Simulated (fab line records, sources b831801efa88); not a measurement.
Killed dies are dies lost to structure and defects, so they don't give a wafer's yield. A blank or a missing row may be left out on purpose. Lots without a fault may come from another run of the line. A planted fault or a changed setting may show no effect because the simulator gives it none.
Which tool did it? | flow gf180mcu | 12 lots, 36 wafers sampled, at 5 steps of a route of 602

WHAT THE GAUGES READ, wafer by wafer
GF_MVSD_TW_MEAS_11.
lot  | measured    | on            | MVSD_TW
L546 | day 4 22:45 | film_metro-03 | 1604 1611 1608
L547 | day 5 03:27 | film_metro-01 | 1598 1594 1596
L548 | day 5 07:43 | film_metro-01 | 1598 1592 1591
L549 | day 5 15:05 | film_metro-03 | 1593 1593 1597
L550 | day 5 21:38 | film_metro-04 | 1608 1613 1612
L552 | day 6 12:19 | film_metro-03 | 1558 1567 1551
L553 | day 6 16:00 | film_metro-04 | 1560 1562 1568
L557 | day 7 13:57 | film_metro-03 | 1611 1618 1618
L561 | day 8 13:24 | film_metro-04 | 1610 1618 1609
L563 | day 8 23:20 | film_metro-03 | 1616 1611 1613
L565 | day 9 14:30 | film_metro-03 | 1616 1604 1604
L567 | day 9 23:34 | film_metro-03 | 1611 1607 1604

GF_VT_IMPLANT_RS_MEAS_46: measures by four-point-probe.
lot  | measured     | on            | MVSD_RS (ohm/sq)
L546 | day 8 02:37  | film_metro-01 | 457.8 456.9 456.8
L547 | day 8 07:05  | film_metro-04 | 454.6 455.4 454.6
L548 | day 8 13:58  | film_metro-01 | 456.2 456.6 455.3
L549 | day 8 22:29  | film_metro-01 | 456.2 456.7 454.6
L550 | day 9 06:40  | film_metro-01 | 456.4 456.3 456.7
L552 | day 10 00:07 | film_metro-04 | 539.5 537.2 539.4
L553 | day 10 02:01 | film_metro-04 | 539.5 540.6 538.4
L557 | day 11 05:25 | film_metro-01 | 455.3 456.9 455.8
L561 | day 12 09:31 | film_metro-04 | 456.9 456.2 456.3
L563 | day 12 20:58 | film_metro-04 | 456.3 454.4 455.5
L565 | day 13 12:40 | film_metro-03 | 457.0 456.7 458.1
L567 | day 13 23:55 | film_metro-04 | 457.5 456.9 458.6

GF_V2_THK_MEAS_01.
lot  | measured     | on            | V2_CVD_00_THK (nm)
L546 | day 19 20:12 | film_metro-03 | 598 597 598
L547 | day 20 06:37 | film_metro-01 | 598 603 600
L548 | day 20 12:56 | film_metro-04 | 592 601 601
L549 | day 21 05:35 | film_metro-03 | 599 595 597
L550 | day 21 16:44 | film_metro-01 | 590 595 599
L552 | day 22 11:05 | film_metro-01 | 598 594 592
L553 | day 22 16:31 | film_metro-03 | 597 593 596
L557 | day 24 02:06 | film_metro-01 | 600 597 603
L561 | day 25 13:07 | film_metro-04 | 582 589 598
L563 | day 26 01:40 | film_metro-01 | 602 603 603
L565 | day 26 16:20 | film_metro-01 | 602 603 601
L567 | day 27 05:39 | film_metro-03 | 600 596 601

WHICH TOOL RAN EACH LOT (tool, then ch and the chambers of the sampled wafers, then the start)
lot  | GF_MVSD_IMPLANT_09             | GF_CONTACT_ETCH_16
L546 | implanter-02 ch 0, day 4 22:30 | rie_diel-01 ch 0,1,2, day 16 16:22
L547 | implanter-02 ch 0, day 5 03:12 | rie_diel-04 ch 0,1,2, day 17 01:55
L548 | implanter-01 ch 0, day 5 07:28 | rie_diel-02 ch 0,2,3, day 17 07:31
L549 | implanter-01 ch 0, day 5 14:50 | rie_diel-01 ch 1,3, day 17 23:13
L550 | implanter-01 ch 0, day 5 21:22 | rie_diel-01 ch 0,1,3, day 18 10:16
L552 | implanter-01 ch 0, day 6 12:04 | rie_diel-02 ch 0,2,3, day 19 05:46
L553 | implanter-01 ch 0, day 6 15:45 | rie_diel-04 ch 1,3, day 19 11:04
L557 | implanter-03 ch 0, day 7 13:42 | rie_diel-02 ch 1,2,3, day 20 23:13
L561 | implanter-03 ch 0, day 8 13:09 | rie_diel-04 ch 1,2,3, day 22 13:07
L563 | implanter-02 ch 0, day 8 23:07 | rie_diel-04 ch 1,2,3, day 23 02:56
L565 | implanter-02 ch 0, day 9 14:15 | rie_diel-04 ch 0,3, day 23 18:07
L567 | implanter-03 ch 0, day 9 23:21 | rie_diel-04 ch 0,1,2, day 24 08:01
- GF_MVSD_IMPLANT_09
- GF_CONTACT_ETCH_16: etches BARC in N2/H2.

WHAT THE TOOLS THEMSELVES READ (means of the sampled wafers that have a number; where no wafer has one, the mark that the record gives instead)
GF_MVSD_IMPLANT_09.
lot  | tool         | dose_ions_cm2 | end_station_pressure_torr (Torr) | faraday_current_uA
L546 | implanter-02 | 5.002e+12     | 5.15e-06                         | 28.4
L547 | implanter-02 | 4.997e+12     | 5.06e-06                         | 27.8
L548 | implanter-01 | 4.994e+12     | 5.05e-06                         | 28.9
L549 | implanter-01 | 4.995e+12     | 5.00e-06                         | 28.0
L550 | implanter-01 | 4.994e+12     | 4.66e-06                         | 28.1
L552 | implanter-01 | 1.056e+12     | 5.10e-06                         | 6.0
L553 | implanter-01 | 1.058e+12     | 5.12e-06                         | 6.0
L557 | implanter-03 | 4.993e+12     | 4.92e-06                         | 29.0
L561 | implanter-03 | 5.004e+12     | 5.09e-06                         | 28.4
L563 | implanter-02 | 5.001e+12     | 4.95e-06                         | 27.6
L565 | implanter-02 | 5.000e+12     | 5.16e-06                         | 28.5
L567 | implanter-03 | 4.995e+12     | 4.98e-06                         | 28.0

GF_CONTACT_ETCH_16.
lot  | tool        | drypump_motor_current_A (A) | oes_product_au (a.u.) | throttle_valve_pct (%)
L546 | rie_diel-01 | 5.5                         | 0.856                 | 13.226
L547 | rie_diel-04 | 5.9                         | 0.853                 | 13.225
L548 | rie_diel-02 | 5.7                         | 0.857                 | 13.223
L549 | rie_diel-01 | 5.7                         | 0.855                 | 13.229
L550 | rie_diel-01 | 5.6                         | 0.855                 | 13.232
L552 | rie_diel-02 | 5.6                         | 0.859                 | 13.219
L553 | rie_diel-04 | 6.3                         | 0.860                 | 13.225
L557 | rie_diel-02 | 6.0                         | 0.857                 | 13.220
L561 | rie_diel-04 | 6.1                         | 0.857                 | 13.224
L563 | rie_diel-04 | 6.1                         | 0.853                 | 13.227
L565 | rie_diel-04 | 5.8                         | 0.858                 | 13.223
L567 | rie_diel-04 | 6.0                         | 0.854                 | 13.228

THE ANSWER, worked out from the rows above alone
Rule: what is usual is taken from the lots themselves. Put in order of their means at a reading, lots are off if they are a third of the lots or fewer, leave a main group of 4 or more, and stand apart from it by a gap of 3 or more times the standard deviation of the main group's means; of several such gaps the widest counts. A main group whose means are all the same, to the digits that the tables above print for the reading, isn't used. A lot without any number at a reading at which 4 lots or more have one is off too. The other lots that the step has rows for count as sound. The gauges are gone through in route order, then the tools' own readings, and for those a lot's mean is taken as printed above. The first step at which some lot is off is used, and at that step the reading that is off furthest; a lot without a number counts as furthest.
Off: L552, L553, at GF_MVSD_TW_MEAS_11 (MVSD_TW). The main group: mean 1606, standard deviation 7.8.
A tool fits if, at a process step before that reading, it ran every lot that is off, and no sound lot after the first of them. The gauges at GF_MVSD_TW_MEAS_11 aren't tried: what is off there is off at GF_MVSD_IMPLANT_09 too, on other tools, and a gauge's error can't cause that. One fits: implanter-01 at GF_MVSD_IMPLANT_09. Its last sound lot is L550 (day 5 21:22), its first lot that is off L552 (day 6 12:04): a fault that began between those two fits.
The tool's own readings at GF_MVSD_IMPLANT_09 bear it out: on the lots that are off they differ by more than 5 times the standard deviation of the sound lots' means. dose_ions_cm2 reads 1.057e+12 there against 4.998e+12 on the sound lots; faraday_current_uA reads 6.0 there against 28.3 on the sound lots.

WHAT THE SIMULATOR HAD PUT IN
Process parameter drift: implanter-01, from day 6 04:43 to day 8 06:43, at GF_MVSD_IMPLANT_09. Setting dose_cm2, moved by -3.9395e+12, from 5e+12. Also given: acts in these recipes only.
Lots struck among those shown: L552, L553. The rule above found the same.
